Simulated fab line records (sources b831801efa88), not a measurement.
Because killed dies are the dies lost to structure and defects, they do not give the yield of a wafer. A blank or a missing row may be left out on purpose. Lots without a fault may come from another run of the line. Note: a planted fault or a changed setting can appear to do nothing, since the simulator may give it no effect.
Struck lot and sound lot, side by side || flow sky130 || 43 steps out of a route of 708
Sound: the wafers L276.1, L276.3, L276.4. Struck: wafers L282.2, L282.3, L282.4. At the end, the cause is stated.
Each step with rows lists, per side, the tool, then ch with its chambers, then its first start. Under that, the readings that differ: sound wafers || struck wafers || difference of the means || sigmas: that difference in standard deviations of wafers without a fault.
alike: a reading whose means differ by less than 2 such deviations, as well as words and numbers matching on both sides. not compared: withheld readings; readings where some wafer has no value; bounds like >300 that might hide an equal value; numbers whose values overlap and for which the record gives no deviation.
A row with sigmas, a row that says differs or no value, or rows on one side alone: a step with any of these is where the two part. Numbers that have no deviation but don't overlap get no sigmas and don't part them. A reading that every wafer of one side lacks parts them only if that side has two wafers or more.

first, 8 steps without rows for these wafers: SKY_DNWELL_DEHYDRATE_00 (time 60 s); SKY_DNWELL_HMDS_01 (prime time 60 s); SKY_DNWELL_COAT_02 (resist thk 3000 nm); SKY_DNWELL_SOFTBAKE_03; SKY_DNWELL_EXPOSE_04 (exposes mask DNM, target cd 3000 nm); SKY_DNWELL_PEB_05; SKY_DNWELL_DEVELOP_06 (develop time 60 s); SKY_DNWELL_IMPLANT_07.
SKY_DNWELL_STRIP_08: strips in O2/N2.
  sound on plasma_asher-03 ch 0,1, day 3 23:49; struck on plasma_asher-04 ch 0,1, day 5 07:49
  alike: drypump_motor_current_A, oes_product_au, strip_time_to_endpoint_s
  not compared: rf_hours_counter_h
SKY_DNWELL_TW_MEAS_09:
  struck on film_metro-01, day 5 07:55; sound on film_metro-02, day 3 23:55
  alike: DNWELL_TW
then, 2 steps without rows for these wafers: SKY_PWDE_DEHYDRATE_00 (time 60 s); SKY_PWDE_HMDS_01 (prime time 60 s).
SKY_PWDE_COAT_02: resist thk 3000 nm.
  struck on litho_track-04, day 5 15:56; sound on litho_track-04 ch 0, day 4 07:49
  no value came back on the struck wafers for chill_plate_temp_C (C), dispense_pressure_kPa (kPa); on the sound wafers chill_plate_temp_C (C) reads 23.02 22.86 23.03
then, 4 steps without rows for these wafers: SKY_PWDE_SOFTBAKE_03; SKY_PWDE_EXPOSE_04 (exposes mask PWDEM, target cd 840 nm); SKY_PWDE_PEB_05; SKY_PWDE_DEVELOP_06 (develop time 60 s).
SKY_PWDE_OVL_MEAS_07:
  struck on overlay-02, day 6 01:35; sound on overlay-02, day 4 15:58
{"reading": "PWDE_OVL (nm)", "sound": "-1.4 -2.8 -2.3", "struck": "- - -", "difference": "no value on the struck wafers", "sigmas": ""}
following that, these wafers have no rows for 1 step: SKY_PWDE_IMPLANT_08.
SKY_PWDE_STRIP_09: strips in O2/N2.
  sound on plasma_asher-02 ch 0,1, day 4 16:09; struck on plasma_asher-01 ch 0,1, day 6 01:46
  no value came back on the struck wafers for oes_product_au (a.u.), strip_time_to_endpoint_s (s); on the sound wafers oes_product_au (a.u.) reads 0.722 0.718 0.718
  alike: drypump_motor_current_A
  not compared: rf_hours_counter_h
SKY_PWDE_TW_MEAS_10:
  struck on film_metro-01, day 6 01:53; sound on film_metro-01, day 4 16:15
  alike: PWDE_TW
then, 7 steps without rows for these wafers: SKY_NWELL_DEHYDRATE_03 (time 60 s); SKY_NWELL_HMDS_04 (prime time 60 s); SKY_NWELL_COAT_05 (resist thk 3000 nm); SKY_NWELL_SOFTBAKE_06; SKY_NWELL_EXPOSE_07 (exposes mask NWM, target cd 840 nm); SKY_NWELL_PEB_08; SKY_NWELL_DEVELOP_09 (develop time 60 s).
SKY_NWELL_OVL_MEAS_10:
  struck on overlay-02, day 6 19:49; sound on overlay-02, day 5 09:08
  alike: NWELL_00_OVL
then, 3 steps without rows for these wafers: SKY_NWELL_IMPLANT_11; SKY_NWELL_IMPLANT_12; SKY_NWELL_IMPLANT_13.
SKY_NWELL_STRIP_14: strips in O2/N2.
  sound on plasma_asher-02 ch 0,1, day 5 09:37; struck on plasma_asher-03 ch 0,1, day 6 20:17
  alike: drypump_motor_current_A, oes_product_au, strip_time_to_endpoint_s
  not compared: rf_hours_counter_h
SKY_NWELL_TW_MEAS_15:
  struck on film_metro-01, day 6 20:24; sound on film_metro-02, day 5 09:43
{"reading": "NWELL_TW", "sound": "1820 1818 1822", "struck": "1857 1842 1842", "difference": "+27", "sigmas": "+3"}
then, 7 steps without rows for these wafers: SKY_NWELL_DEHYDRATE_16 (time 60 s); SKY_NWELL_HMDS_17 (prime time 60 s); SKY_NWELL_COAT_18 (resist thk 3000 nm); SKY_NWELL_SOFTBAKE_19; SKY_NWELL_EXPOSE_20 (exposes mask NWM COMPLEMENT, target cd 840 nm); SKY_NWELL_PEB_21; SKY_NWELL_DEVELOP_22 (develop time 60 s).
SKY_NWELL_OVL_MEAS_23:
  struck on overlay-02, day 7 16:28; sound on overlay-02, day 6 03:32
  alike: NWELL_01_OVL
SKY_NWELL_TW_MEAS_26:
  struck on film_metro-01, day 7 16:45; sound on film_metro-01, day 6 03:49
{"reading": "NWELL_2_TW", "sound": "500.4 502.0 501.2", "struck": "554.7 553.6 558.3", "difference": "+54.3", "sigmas": "+20"}

== WHERE THEY PART ==
First at SKY_PWDE_COAT_02; last, within this record, at SKY_NWELL_TW_MEAS_26.

WHY: the cause the simulator had injected
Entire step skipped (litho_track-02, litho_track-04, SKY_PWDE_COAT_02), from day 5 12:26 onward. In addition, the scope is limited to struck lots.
